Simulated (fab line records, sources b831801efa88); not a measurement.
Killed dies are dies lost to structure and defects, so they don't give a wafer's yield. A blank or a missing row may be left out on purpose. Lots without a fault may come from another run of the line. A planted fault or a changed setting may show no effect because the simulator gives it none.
Which tool did it? | flow gf180mcu | 6 lots, 18 wafers sampled, at 3 steps of a route of 602

WHAT THE GAUGES READ, wafer by wafer
GF_VT_IMPLANT_TW_MEAS_43.
lot  | measured     | on            | VT_IMPLANT_4_TW
L780 | day 8 01:19  | film_metro-03 | 686 687 684
L783 | day 9 01:38  | film_metro-01 | 696 696 701
L789 | day 10 15:57 | film_metro-02 | 611 612 614
L791 | day 11 02:00 | film_metro-01 | 624 620 623
L798 | day 13 03:06 | film_metro-03 | 689 686 684
L800 | day 13 13:36 | film_metro-01 | 693 698 694

WHICH TOOL RAN EACH LOT (tool, then ch and the chambers of the sampled wafers, then the start)
lot  | GF_VT_IMPLANT_STRIP_31               | GF_VT_IMPLANT_IMPLANT_41
L780 | plasma_asher-02 ch 0,1, day 7 09:22  | implanter-02 ch 0, day 8 01:05
L783 | plasma_asher-03 ch 0,1, day 8 08:24  | implanter-02 ch 0, day 9 01:23
L789 | plasma_asher-02 ch 0,1, day 9 21:45  | implanter-02 ch 0, day 10 15:43
L791 | plasma_asher-02 ch 0,1, day 10 07:51 | implanter-02 ch 0, day 11 01:45
L798 | plasma_asher-04 ch 0,1, day 12 07:58 | implanter-01 ch 0, day 13 02:51
L800 | plasma_asher-03 ch 0,1, day 12 18:10 | implanter-03 ch 0, day 13 13:21
- GF_VT_IMPLANT_STRIP_31: strips in O2/N2.
- GF_VT_IMPLANT_IMPLANT_41

THE ANSWER, worked out from the rows above alone
Rule: what is usual is taken from the lots themselves. Put in order of their means at a reading, lots are off if they are a third of the lots or fewer, leave a main group of 4 or more, and stand apart from it by a gap of 3 or more times the standard deviation of the main group's means; of several such gaps the widest counts. A main group whose means are all the same, to the digits that the tables above print for the reading, isn't used. A lot without any number at a reading at which 4 lots or more have one is off too. The other lots that the step has rows for count as sound.
Off: L789, L791, at GF_VT_IMPLANT_TW_MEAS_43 (VT_IMPLANT_4_TW). The main group: mean 691, standard deviation 5.3.
A tool fits if, at a process step before that reading, it ran every lot that is off, and no sound lot after the first of them. The gauges at GF_VT_IMPLANT_TW_MEAS_43 are tried like those tools. Can't be told from this: 2 tools fit, plasma_asher-02 at GF_VT_IMPLANT_STRIP_31, implanter-02 at GF_VT_IMPLANT_IMPLANT_41.

WHAT THE SIMULATOR HAD PUT IN
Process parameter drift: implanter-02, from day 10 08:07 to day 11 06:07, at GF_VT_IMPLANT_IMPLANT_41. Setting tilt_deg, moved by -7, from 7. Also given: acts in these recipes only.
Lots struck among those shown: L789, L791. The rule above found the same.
